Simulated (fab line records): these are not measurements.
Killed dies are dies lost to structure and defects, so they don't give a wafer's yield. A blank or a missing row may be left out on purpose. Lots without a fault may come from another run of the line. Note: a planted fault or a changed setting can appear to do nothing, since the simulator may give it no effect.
Chamber matching ; flow sky130 ; rie-diel-03 running SKY_VIA1_ETCH_14: 4 sister chambers
The step etches BARC in N2/H2, stops on SiO2, time 45.9 s, target depth 60 nm. 8 wafers are shown with their chamber, then 7 later ones without.

== WAFERS PAIRED WITH THEIR CHAMBERS ==
wafer;chamber;oes-product-au (a.u.);throttle-valve-pct (%)
L078.5;2;0.852;13.230
L078.6;0;0.857;13.227
L079.1;1;0.855;13.218
L088.1;1;0.857;13.227
L088.4;2;0.854;13.236
L088.6;0;0.847;13.237
L089.1;3;0.860;13.221
L089.5;3;0.863;13.236

== WAFERS WHOSE CHAMBER IS MISSING ==
wafer;oes-product-au (a.u.);throttle-valve-pct (%)
L089.6;0.855;13.231
L093.2;0.849;13.216
L093.5;0.849;13.223
L093.6;0.852;13.214
L096.2;0.847;13.243
L096.5;0.853;13.220
L096.6;0.852;13.234

== EACH ONE'S CHAMBER ==
wafer;from the rows above;in truth
L089.6;can't be placed: 2 or 0 or 1 or 3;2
L093.2;can't be placed: 1 or 0 or 2 or 3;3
L093.5;can't be placed: 0 or 2 or 1 or 3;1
L093.6;can't be placed: 1 or 0 or 2 or 3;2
L096.2;can't be placed: 0 or 2 or 1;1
L096.5;can't be placed: 1 or 0 or 2 or 3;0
L096.6;can't be placed: 0 or 2 or 1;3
Correct placement for 0 of the 7. Unplaceable from these rows: 7, with the true chamber sitting among the candidates in 6. Wrongly placed: 0.
How it was worked out, from the rows above alone: a wafer's distance from a chamber is the root of the sum, over the readings, of the square of ((its reading less the chamber's mean) divided by the reading's scatter). The wafer belongs to the nearest chamber; if the next one is less than 2 further off, it can't be placed. Each chamber's mean is taken over the wafers shown for it. How the scatter is found: for the shown wafers, subtract from each reading the mean of its chamber, square and add these, divide the total by (wafers less chambers), then take the root.
